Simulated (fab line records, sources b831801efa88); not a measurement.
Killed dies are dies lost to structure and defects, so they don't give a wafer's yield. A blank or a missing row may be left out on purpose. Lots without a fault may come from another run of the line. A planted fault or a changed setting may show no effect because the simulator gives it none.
fab line records | flow gf180mcu
record lots=24 wafers=72 last_day=34
route steps=602 shown V3@445 M4@460 V4@494 MIM@504 PASSIVATION@588
lots that met no fault: from a run of the same line without faults
start_h: hours from the record's first day to the start of the lot's first wafer shown | wait_h: hours since the lot's step before | " the same as in the row above | L1.1+2: a row that stands for several wafers | - no value, or no start given | * or withheld: withheld | < > ~ a bound
route shown NAME@n: a module of which the file shows steps, and the number in the route of the first | usual: mean/standard deviation of fault-free wafers | same: alike in all rows | chamber/n: place in a boat | sites: the reading at each site | _std_site: their standard deviation | _edge_site: outer sites' mean less inner sites' | radius_mm: how far each site lies from the wafer's centre | mask NAME#n: copy n | behind: the tool/chamber that last shaped the wafer | hold: why the lot was held/for how many hours/how that ended | device: the transistor (n, p or np) that didn't switch | end of line: the same wafers' tests at the end of the route | a step without rows: its recipe alone | killed: dies lost to structure and defects at the first sort, not the wafer's yield | map: a wafer's dies, x killed, . not, _ none there
set.NAME: the setting as run; set.NAME@STEP: as run at that earlier step | model.NAME: the simulator's own value behind a step, which no gauge read
steps of the route over a sample of lots; a table a step, a row a wafer
services: from which hour (start_h, from the record's first day; less than 0 if before it) a tool's chamber was out of use, for how many hours, and why
## steps
# step GF_V3_ETCH_16
# recipe chemistry=N2/H2 target_depth_a=withheld overetch_a=withheld time_s=withheld target=BARC ion_energy_ev=200 source_w=500 bias_w=100 pressure_mtorr=30 n2_flow_sccm=100 h2_flow_sccm=200
# usual drypump_motor_current_A=5.7/0.35 n2_flow_sccm=100.00/0.29 oes_product_au=0.856/0.0052 throttle_valve_pct=13.224/0.0084
# columns lot.wafer tool chamber start_h wait_h drypump_motor_current_A n2_flow_sccm oes_product_au throttle_valve_pct
L074.1 rie_diel-02 3 511.06 0.0 6.2 99.93 0.854 13.224
L074.4 " 0 " " 6.4 99.91 0.851 13.220
L074.6 " 3 " " 6.2 99.98 0.848 13.233
L075.1 rie_diel-04 2 520.40 0.0 5.6 99.70 0.853 13.225
L075.2 " 3 " " 5.6 100.25 0.856 13.223
L075.4 " 0 " " 5.4 99.93 0.848 13.245
L076.1 rie_diel-04 1 522.26 0.0 6.3 99.99 0.859 13.219
L076.2 " 3 " " 5.6 99.83 0.850 13.223
L076.4 " 1 " " 6.2 99.59 0.855 13.214
L077.4 rie_diel-04 3 537.61 0.0 5.6 100.31 0.856 13.237
L077.5 " 1 " " 6.2 99.93 0.853 13.228
L077.6 " 2 " " 5.6 99.67 0.859 13.226
L078.1 rie_diel-04 2 554.41 0.0 5.6 100.32 0.850 13.234
L078.4 " 0 " " 5.4 99.95 0.848 13.229
L078.5 " 2 " " 5.6 100.17 0.845 13.219
L079.1 rie_diel-04 3 566.56 0.0 5.5 100.30 0.860 13.209
L079.2 " 0 " " 5.4 100.22 0.859 13.213
L079.3 " 1 " " 6.2 99.55 0.853 13.220
L080.1 rie_diel-03 1 567.51 0.0 5.2 99.77 0.843 13.212
L080.4 " 1 " " 5.3 99.93 0.846 13.219
L080.5 " 2 " " 6.1 99.91 0.862 13.214
L083.1 rie_diel-03 3 596.60 0.0 5.6 100.29 0.850 13.218
L083.2 " 0 " " 5.5 99.76 0.860 13.226
L083.3 " 2 " " 6.1 100.09 0.855 13.223
L081.1 rie_diel-02 3 597.55 0.0 6.2 99.67 0.847 13.236
L081.2 " 1 " " 5.4 99.90 0.851 13.244
L081.3 " 0 " " 6.4 99.61 0.852 13.224
L082.2 rie_diel-03 3 597.90 0.0 5.6 99.76 0.863 13.212
L082.4 " 0 " " 5.5 99.72 0.857 13.230
L082.6 " 3 " " 5.6 99.83 0.854 13.221
L084.1 rie_diel-04 2 613.45 0.0 5.6 100.06 0.855 13.234
L084.5 " 0 " " 5.4 100.14 0.853 13.229
L084.6 " 3 " " 5.6 99.96 0.854 13.229
L085.1 rie_diel-03 0 616.61 0.0 5.5 99.95 0.856 13.231
L085.3 " 1 " " 5.3 100.10 0.861 13.237
L085.5 " 1 " " 5.3 100.35 0.861 13.210
L086.3 rie_diel-02 1 616.96 0.0 5.3 99.97 0.863 13.229
L086.5 " 1 " " 5.3 100.37 0.850 13.224
L086.6 " 2 " " 5.9 99.78 0.853 13.235
L088.1 rie_diel-02 2 623.56 0.0 5.9 99.98 0.852 13.225
L088.4 " 3 " " 6.2 100.05 0.854 13.216
L088.5 " 1 " " 5.3 100.00 0.858 13.221
L087.2 rie_diel-04 2 623.91 0.0 5.6 100.08 0.858 13.235
L087.3 " 3 " " 5.6 100.81 0.851 13.214
L087.5 " 3 " " 5.6 100.75 0.858 13.216
L091.4 rie_diel-04 1 638.86 0.0 6.2 99.25 0.853 13.233
L091.5 " 0 " " 5.4 99.54 0.859 13.230
L091.6 " 3 " " 5.6 99.97 0.858 13.229
L089.1 rie_diel-02 0 642.99 0.0 6.3 100.52 0.858 13.228
L089.3 " 3 " " 6.2 100.44 0.867 13.221
L089.5 " 3 " " 6.2 100.60 0.857 13.215
L090.3 rie_diel-04 3 643.65 0.0 5.6 99.79 0.864 13.223
L090.4 " 1 " " 6.3 99.79 0.855 13.221
L090.5 " 0 " " 5.4 99.65 0.856 13.219
L092.4 rie_diel-03 2 649.65 0.0 6.1 99.43 0.859 13.221
L092.5 " 1 " " 5.3 100.38 0.856 13.217
L092.6 " 2 " " 6.1 99.37 0.855 13.234
L093.2 rie_diel-02 3 655.91 0.0 6.2 99.99 0.853 13.236
L093.3 " 1 " " 5.4 100.07 0.851 13.233
L093.5 " 3 " " 6.2 99.95 0.853 13.233
L094.1 rie_diel-03 2 657.61 0.0 6.1 99.60 0.860 13.227
L094.5 " 2 " " 6.1 99.80 0.859 13.221
L094.6 " 1 " " 5.3 100.16 0.848 13.214
L095.4 rie_diel-03 0 666.04 0.0 5.5 100.09 0.851 13.240
L095.5 " 0 " " 5.5 100.18 0.855 13.223
L095.6 " 3 " " 5.6 100.10 0.861 13.241
L096.1 rie_diel-02 2 671.55 0.0 5.8 99.73 0.841 13.231
L096.3 " 3 " " 6.2 100.00 0.859 13.237
L096.4 " 1 " " 5.3 99.96 0.856 13.220
L097.2 rie_diel-04 1 679.80 0.0 6.2 100.19 0.851 13.234
L097.3 " 3 " " 5.5 100.14 0.852 13.234
L097.5 " 1 " " 6.2 100.09 0.851 13.232
# step GF_M4_SPUTTER_04
# recipe material=TiN target_thk_nm=50 power_w=6500 time_s=41.7 chamber_pressure_pa=0.4
# usual throttle_valve_pct=29.5/0.97
# columns lot.wafer tool chamber start_h wait_h throttle_valve_pct
L074.1 pvd_sputter-04 - 512.71 0.0 29.7
L074.4 " - " " 29.8
L074.6 " - " " 29.1
L075.1 pvd_sputter-02 - 521.93 0.0 30.8
L075.2 " - " " 30.0
L075.4 " - " " 27.6
L076.1 pvd_sputter-02 - 523.99 0.0 27.3
L076.2 " - " " 29.7
L076.4 " - " " 29.7
L077.4 pvd_sputter-02 - 539.15 0.0 27.6
L077.5 " - " " 28.7
L077.6 " - " " 27.3
L078.1 pvd_sputter-04 - 555.98 0.0 29.2
L078.4 " - " " 29.1
L078.5 " - " " 29.7
L079.1 pvd_sputter-02 - 568.13 0.0 30.6
L079.2 " - " " 30.0
L079.3 " - " " 27.7
L080.1 pvd_sputter-03 - 569.05 0.0 30.8
L080.4 " - " " 29.9
L080.5 " - " " 29.8
L083.1 pvd_sputter-02 - 598.13 0.0 28.7
L083.2 " - " " 30.6
L083.3 " - " " 29.7
L081.1 pvd_sputter-04 - 599.12 0.0 29.4
L081.2 " - " " 29.8
L081.3 " - " " 29.0
L082.2 pvd_sputter-03 - 599.44 0.0 29.5
L082.4 " - " " 31.0
L082.6 " - " " 31.4
L084.1 pvd_sputter-02 - 615.03 0.0 30.5
L084.5 " - " " 28.6
L084.6 " - " " 30.8
L085.1 pvd_sputter-04 - 618.15 0.0 29.0
L085.3 " - " " 29.8
L085.5 " - " " 29.2
L086.3 pvd_sputter-03 - 618.62 0.0 30.0
L086.5 " - " " 30.0
L086.6 " - " " 29.9
L088.1 pvd_sputter-04 - 625.11 0.0 29.8
L088.4 " - " " 29.7
L088.5 " - " " 28.9
L087.2 pvd_sputter-03 - 625.45 0.0 31.1
L087.3 " - " " 29.9
L087.5 " - " " 29.9
L091.4 pvd_sputter-04 - 640.53 0.0 29.9
L091.5 " - " " 29.9
L091.6 " - " " 29.1
L089.1 pvd_sputter-04 - 644.54 0.0 29.6
L089.3 " - " " 29.2
L089.5 " - " " 29.0
L090.3 pvd_sputter-02 - 645.26 0.0 29.5
L090.4 " - " " 28.5
L090.5 " - " " 30.5
L092.4 pvd_sputter-02 - 651.22 0.0 30.2
L092.5 " - " " 27.5
L092.6 " - " " 29.7
L093.2 pvd_sputter-02 - 657.49 0.0 28.5
L093.3 " - " " 29.9
L093.5 " - " " 29.9
L094.1 pvd_sputter-02 - 659.19 0.0 29.9
L094.5 " - " " 30.6
L094.6 " - " " 28.5
L095.4 pvd_sputter-02 - 667.57 0.0 30.4
L095.5 " - " " 28.7
L095.6 " - " " 30.7
L096.1 pvd_sputter-04 - 673.08 0.0 29.7
L096.3 " - " " 28.9
L096.4 " - " " 30.1
L097.2 pvd_sputter-04 - 681.67 0.0 29.4
L097.3 " - " " 29.4
L097.5 " - " " 29.9
# step GF_V4_STRIP_18
# recipe chemistry=O2/N2 power_w=1400 pressure_mtorr=1500 platen_temp_c=250 o2_flow_sccm=3000 n2_flow_sccm=300 overash_fraction=0.5
# usual drypump_motor_current_A=5.92/0.12 heater_power_w=340/36 n2_flow_sccm=299.9/0.93 oes_product_au=0.592/0.0056
# columns lot.wafer tool chamber start_h wait_h drypump_motor_current_A heater_power_w n2_flow_sccm oes_product_au rf_hours_counter_h
L074.1 plasma_asher-03 1 559.47 - 5.81 361 300.0 0.603 79
L074.4 " 0 " " 6.09 322 301.3 0.592 -
L074.6 " 0 " " 6.08 325 300.7 0.592 -
L075.1 plasma_asher-01 0 567.73 - 5.74 357 299.7 0.588 48
L075.2 " 1 " " 5.70 339 300.4 0.586 48
L075.4 " 1 " " 5.71 333 301.3 0.583 -
L076.1 plasma_asher-03 1 570.46 - 5.83 354 299.8 0.592 80
L076.2 " 0 " " 6.11 326 300.3 0.601 80
L076.4 " 0 " " 6.12 329 300.8 0.591 -
L077.4 plasma_asher-02 0 584.56 - 5.94 384 300.5 0.594 -
L077.5 " 0 " " 5.95 392 299.3 0.583 -
L077.6 " 1 " " 5.89 281 298.9 0.578 -
L078.1 plasma_asher-02 0 600.07 - 5.94 406 300.3 0.588 97
L078.4 " 1 " " 5.86 281 299.4 0.591 -
L078.5 " 1 " " 5.87 275 300.3 0.591 -
L079.1 plasma_asher-01 0 610.68 - 5.75 363 299.7 0.599 51
L079.2 " 1 " " 5.75 341 298.9 0.585 51
L079.3 " 0 " " 5.75 356 301.4 0.587 -
L080.1 plasma_asher-02 0 610.83 - 5.98 397 299.4 0.601 98
L080.4 " 1 " " 5.89 285 298.6 0.595 -
L080.5 " 1 " " 5.90 285 299.8 0.600 -
L083.1 plasma_asher-03 0 639.43 - 6.09 329 300.0 0.588 89
L083.2 " 1 " " 5.85 355 300.7 0.598 89
L083.3 " 1 " " 5.87 357 300.0 0.600 -
L081.1 plasma_asher-03 1 640.27 - 5.89 352 300.9 0.589 89
L081.2 " 0 " " 6.09 334 300.3 0.593 89
L081.3 " 0 " " 6.08 335 300.4 0.589 -
L082.2 plasma_asher-01 0 640.62 - 5.74 359 300.4 0.587 54
L082.4 " 1 " " 5.78 340 299.0 0.588 -
L082.6 " 0 " " 5.75 357 300.7 0.589 -
L084.1 plasma_asher-02 1 654.62 - 5.94 285 301.7 0.585 102
L084.5 " 0 " " 5.98 396 300.6 0.585 -
L084.6 " 1 " " 5.90 282 301.7 0.590 -
L085.1 plasma_asher-03 1 659.21 - 5.85 352 301.2 0.586 91
L085.3 " 0 " " 6.10 339 299.0 0.596 -
L085.5 " 1 " " 5.84 360 299.6 0.594 -
L086.3 plasma_asher-03 1 659.71 - 5.81 350 299.8 0.597 -
L086.5 " 1 " " 5.85 357 299.2 0.590 -
L086.6 " 0 " " 6.11 329 298.3 0.593 -
L088.1 plasma_asher-01 1 666.13 - 5.72 335 300.1 0.580 57
L088.4 " 0 " " 5.75 350 300.7 0.588 -
L088.5 " 1 " " 5.73 342 300.0 0.594 -
L087.2 plasma_asher-02 0 666.48 - 5.94 392 302.6 0.595 104
L087.3 " 1 " " 5.89 285 300.0 0.591 -
L087.5 " 0 " " 5.97 388 302.0 0.587 -
L091.4 plasma_asher-02 1 681.46 - 5.88 290 299.7 0.591 -
L091.5 " 1 " " 5.88 283 298.8 0.592 -
L091.6 " 0 " " 5.97 391 300.1 0.590 -
L089.1 plasma_asher-02 1 684.53 - 5.88 282 298.2 0.588 106
L089.3 " 0 " " 6.00 389 300.8 0.593 -
L089.5 " 0 " " 5.98 390 299.1 0.595 -
L090.3 plasma_asher-03 1 685.51 - 5.87 358 301.3 0.587 -
L090.4 " 0 " " 6.12 331 298.9 0.596 -
L090.5 " 0 " " 6.10 330 300.0 0.605 -
L092.4 plasma_asher-03 0 690.66 - 6.08 324 301.4 0.585 -
L092.5 " 1 " " 5.85 354 299.5 0.589 -
L092.6 " 0 " " 6.13 323 300.8 0.601 -
L093.2 plasma_asher-03 0 696.26 - 6.09 333 301.0 0.598 95
L093.3 " 1 " " 5.86 358 299.7 0.590 -
L093.5 " 1 " " 5.85 361 300.2 0.599 -
L094.1 plasma_asher-03 1 698.98 - 5.85 357 299.3 0.588 95
L094.5 " 1 " " 5.87 357 300.1 0.587 -
L094.6 " 0 " " 6.12 327 298.9 0.593 -
L095.4 plasma_asher-02 0 706.45 - 5.94 387 298.7 0.600 -
L095.5 " 0 " " 5.95 391 299.2 0.597 -
L095.6 " 1 " " 5.88 286 299.8 0.591 -
L096.1 plasma_asher-02 1 711.33 - 5.88 279 300.4 0.596 109
L096.3 " 1 " " 5.89 270 300.8 0.593 -
L096.4 " 0 " " 6.00 388 299.7 0.594 -
L097.2 plasma_asher-03 1 718.78 - 5.83 357 299.9 0.603 97
L097.3 " 0 " " 6.09 328 299.7 0.597 -
L097.5 " 0 " " 6.13 321 299.7 0.597 -
# step GF_V4_SPUTTER_21
# recipe material=Ti target_thk_nm=15 chamber_pressure_pa=5 power_w=2500 substrate_temp_c=200 time_s=80.02
# usual throttle_valve_pct=30.4/0.87
# columns lot.wafer tool chamber start_h wait_h throttle_valve_pct
L074.1 pvd_sputter-03 - 560.00 0.0 29.8
L074.4 " - " " 29.9
L074.6 " - " " 29.7
L075.1 pvd_sputter-04 - 568.26 0.0 29.7
L075.2 " - " " 29.3
L075.4 " - " " 29.9
L076.1 pvd_sputter-03 - 571.00 0.0 30.0
L076.2 " - " " 29.9
L076.4 " - " " 31.0
L077.4 pvd_sputter-01 - 585.07 0.0 31.0
L077.5 " - " " 31.9
L077.6 " - " " 31.4
L078.1 pvd_sputter-01 - 600.61 0.0 30.7
L078.4 " - " " 31.4
L078.5 " - " " 31.1
L079.1 pvd_sputter-01 - 611.24 0.0 29.6
L079.2 " - " " 31.4
L079.3 " - " " 31.0
L080.1 pvd_sputter-03 - 611.37 0.0 30.0
L080.4 " - " " 31.4
L080.5 " - " " 31.2
L083.1 pvd_sputter-03 - 640.12 0.0 29.9
L083.2 " - " " 30.2
L083.3 " - " " 31.4
L081.1 pvd_sputter-03 - 640.88 0.0 30.0
L081.2 " - " " 30.0
L081.3 " - " " 30.3
L082.2 pvd_sputter-03 - 641.50 0.0 29.9
L082.4 " - " " 31.0
L082.6 " - " " 29.9
L084.1 pvd_sputter-01 - 655.18 0.0 31.4
L084.5 " - " " 31.2
L084.6 " - " " 29.7
L085.1 pvd_sputter-03 - 659.78 0.0 31.3
L085.3 " - " " 29.8
L085.5 " - " " 31.1
L086.3 pvd_sputter-04 - 660.24 0.0 29.1
L086.5 " - " " 29.6
L086.6 " - " " 29.2
L088.1 pvd_sputter-01 - 666.70 0.0 32.0
L088.4 " - " " 29.7
L088.5 " - " " 30.5
L087.2 pvd_sputter-04 - 667.05 0.0 29.7
L087.3 " - " " 28.8
L087.5 " - " " 29.7
L091.4 pvd_sputter-01 - 681.99 0.0 31.1
L091.5 " - " " 31.4
L091.6 " - " " 31.9
L089.1 pvd_sputter-04 - 685.09 0.0 29.1
L089.3 " - " " 29.3
L089.5 " - " " 29.0
L090.3 pvd_sputter-03 - 686.01 0.0 31.2
L090.4 " - " " 29.9
L090.5 " - " " 30.1
L092.4 pvd_sputter-04 - 691.20 0.0 29.8
L092.5 " - " " 29.3
L092.6 " - " " 30.1
L093.2 pvd_sputter-03 - 696.81 0.0 30.1
L093.3 " - " " 29.6
L093.5 " - " " 31.0
L094.1 pvd_sputter-01 - 699.54 0.0 29.8
L094.5 " - " " 29.4
L094.6 " - " " 31.4
L095.4 pvd_sputter-01 - 707.33 0.0 31.8
L095.5 " - " " 32.1
L095.6 " - " " 30.7
L096.1 pvd_sputter-01 - 712.21 0.0 30.7
L096.3 " - " " 31.9
L096.4 " - " " 29.7
L097.2 pvd_sputter-01 - 719.31 0.0 30.7
L097.3 " - " " 31.2
L097.5 " - " " 29.8
# step GF_MIM_SPUTTER_01
# recipe material=TiN target_thk_nm=30 power_w=6500 time_s=25 chamber_pressure_pa=0.4
# usual throttle_valve_pct=29.7/1.2
# columns lot.wafer tool chamber start_h wait_h throttle_valve_pct
L074.1 pvd_sputter-02 - 560.79 0.1 30.6
L074.4 " - " " 27.7
L074.6 " - " " 29.7
L075.1 pvd_sputter-02 - 569.05 0.1 28.4
L075.2 " - " " 29.8
L075.4 " - " " 30.7
L076.1 pvd_sputter-04 - 571.79 0.1 29.9
L076.2 " - " " 29.0
L076.4 " - " " 30.0
L077.4 pvd_sputter-02 - 585.86 0.1 29.8
L077.5 " - " " 27.9
L077.6 " - " " 29.9
L078.1 pvd_sputter-02 - 601.41 0.1 30.6
L078.4 " - " " 27.4
L078.5 " - " " 30.8
L079.1 pvd_sputter-02 - 612.04 0.1 28.5
L079.2 " - " " 27.5
L079.3 " - " " 30.7
L080.1 pvd_sputter-04 - 612.27 0.1 29.7
L080.4 " - " " 29.2
L080.5 " - " " 29.0
L083.1 pvd_sputter-01 - 640.92 0.1 30.7
L083.2 " - " " 31.7
L083.3 " - " " 29.7
L081.1 pvd_sputter-02 - 641.67 0.1 30.4
L081.2 " - " " 28.5
L081.3 " - " " 29.8
L082.2 pvd_sputter-02 - 642.29 0.1 28.7
L082.4 " - " " 29.8
L082.6 " - " " 30.1
L084.1 pvd_sputter-02 - 655.98 0.1 27.4
L084.5 " - " " 29.9
L084.6 " - " " 27.1
L085.1 pvd_sputter-02 - 660.58 0.1 29.8
L085.3 " - " " 27.2
L085.5 " - " " 27.5
L086.3 pvd_sputter-02 - 661.03 0.1 30.6
L086.5 " - " " 28.5
L086.6 " - " " 27.3
L088.1 pvd_sputter-01 - 667.49 0.1 31.2
L088.4 " - " " 29.5
L088.5 " - " " 29.8
L087.2 pvd_sputter-02 - 667.84 0.1 27.4
L087.3 " - " " 28.3
L087.5 " - " " 27.8
L091.4 pvd_sputter-04 - 682.78 0.1 29.9
L091.5 " - " " 29.5
L091.6 " - " " 29.1
L089.1 pvd_sputter-01 - 685.88 0.1 30.4
L089.3 " - " " 31.2
L089.5 " - " " 31.7
L090.3 pvd_sputter-04 - 686.80 0.1 29.6
L090.4 " - " " 29.2
L090.5 " - " " 29.2
L092.4 pvd_sputter-01 - 691.99 0.1 30.5
L092.5 " - " " 31.5
L092.6 " - " " 31.9
L093.2 pvd_sputter-01 - 697.60 0.1 30.6
L093.3 " - " " 31.1
L093.5 " - " " 29.4
L094.1 pvd_sputter-04 - 700.33 0.1 29.3
L094.5 " - " " 28.9
L094.6 " - " " 29.7
L095.4 pvd_sputter-04 - 708.14 0.0 28.8
L095.5 " - " " 29.3
L095.6 " - " " 29.9
L096.1 pvd_sputter-04 - 713.00 0.1 28.9
L096.3 " - " " 29.9
L096.4 " - " " 28.8
L097.2 pvd_sputter-01 - 720.10 0.1 29.8
L097.3 " - " " 30.6
L097.5 " - " " 31.9
# step GF_PASSIVATION_THK_MEAS_01
# recipe reads=SiO2_of_PASSIVATION_CVD_00
# usual PASSIVATION_CVD_00_THK=1000/15
# columns lot.wafer tool chamber start_h wait_h PASSIVATION_CVD_00_THK[nm]
L074.1 film_metro-03 - 647.71 0.1 991
L074.4 " - " " 1027
L074.6 " - " " 1030
L075.1 film_metro-02 - 654.15 0.1 987
L075.2 " - " " 1003
L075.4 " - " " 1013
L076.1 film_metro-02 - 654.98 0.0 985
L076.2 " - " " 997
L076.4 " - " " 1005
L077.4 film_metro-01 - 668.98 0.0 1028
L077.5 " - " " 1006
L077.6 " - " " 1004
L078.1 film_metro-01 - 683.52 0.0 991
L078.4 " - " " 997
L078.5 " - " " 1002
L079.1 film_metro-02 - 693.75 0.0 984
L079.2 " - " " 983
L079.3 " - " " 967
L080.1 film_metro-02 - 695.41 0.0 983
L080.4 " - " " 994
L080.5 " - " " 1004
L083.1 film_metro-02 - 720.62 0.0 1009
L083.2 " - " " 991
L083.3 " - " " 1001
L081.1 film_metro-02 - 720.95 0.0 995
L081.2 " - " " 1013
L081.3 " - " " 986
L082.2 film_metro-01 - 721.89 0.0 989
L082.4 " - " " 1014
L082.6 " - " " 1004
L084.1 film_metro-03 - 734.28 0.0 1009
L084.5 " - " " 1032
L084.6 " - " " 1017
L085.1 film_metro-03 - 737.63 0.0 994
L085.3 " - " " 982
L085.5 " - " " 1013
L086.3 film_metro-02 - 739.55 0.1 1001
L086.5 " - " " 1005
L086.6 " - " " 1012
L088.1 film_metro-01 - 745.28 0.0 968
L088.4 " - " " 995
L088.5 " - " " 1017
L087.2 film_metro-01 - 745.98 0.0 1010
L087.3 " - " " 1010
L087.5 " - " " 1018
L091.4 film_metro-01 - 759.29 0.0 995
L091.5 " - " " 1009
L091.6 " - " " 984
L089.1 film_metro-03 - 761.63 0.0 981
L089.3 " - " " 992
L089.5 " - " " 1013
L090.3 film_metro-03 - 762.01 0.1 1006
L090.4 " - " " 1017
L090.5 " - " " 1020
L092.4 film_metro-03 - 766.81 0.0 1028
L092.5 " - " " 1009
L092.6 " - " " 993
L093.2 film_metro-02 - 769.99 0.0 991
L093.3 " - " " 989
L093.5 " - " " 1003
L094.1 film_metro-01 - 773.13 0.0 984
L094.5 " - " " 992
L094.6 " - " " 988
L095.4 film_metro-03 - 781.26 0.0 1026
L095.5 " - " " 1011
L095.6 " - " " 1004
L096.1 film_metro-03 - 784.83 0.0 994
L096.3 " - " " 979
L096.4 " - " " 998
L097.2 film_metro-01 - 790.76 0.0 995
L097.3 " - " " 987
L097.5 " - " " 1012
## services
# columns tool chamber start_h hours kind
rie_diel-03 2 487.39 8.6 repair
plasma_asher-03 - 488.94 14.6 pm
rie_diel-03 3 505.59 6.1 repair
pvd_sputter-03 - 512.25 1.0 repair
pvd_sputter-03 - 519.83 20.9 repair
rie_diel-04 0 521.41 8.8 repair
pvd_sputter-04 - 522.68 4.2 repair
plasma_asher-02 - 543.88 4.3 pm
rie_diel-04 2 554.79 3.7 repair
rie_diel-03 1 589.15 1.9 repair
pvd_sputter-04 - 590.77 3.4 repair
pvd_sputter-02 - 592.20 4.6 repair
pvd_sputter-02 - 605.02 3.2 repair
rie_diel-03 2 607.24 15.1 repair
rie_diel-03 2 628.20 2.3 repair
rie_diel-02 - 636.40 0.6 repair
rie_diel-02 0 643.92 18.2 repair
pvd_sputter-03 - 665.66 4.7 repair
pvd_sputter-03 - 671.52 2.2 repair
rie_diel-02 3 685.27 6.6 repair
rie_diel-03 0 695.95 1.5 repair
rie_diel-02 - 699.20 0.6 repair
pvd_sputter-03 - 701.04 1.0 repair
rie_diel-04 2 714.48 34.5 repair
## key
fault none
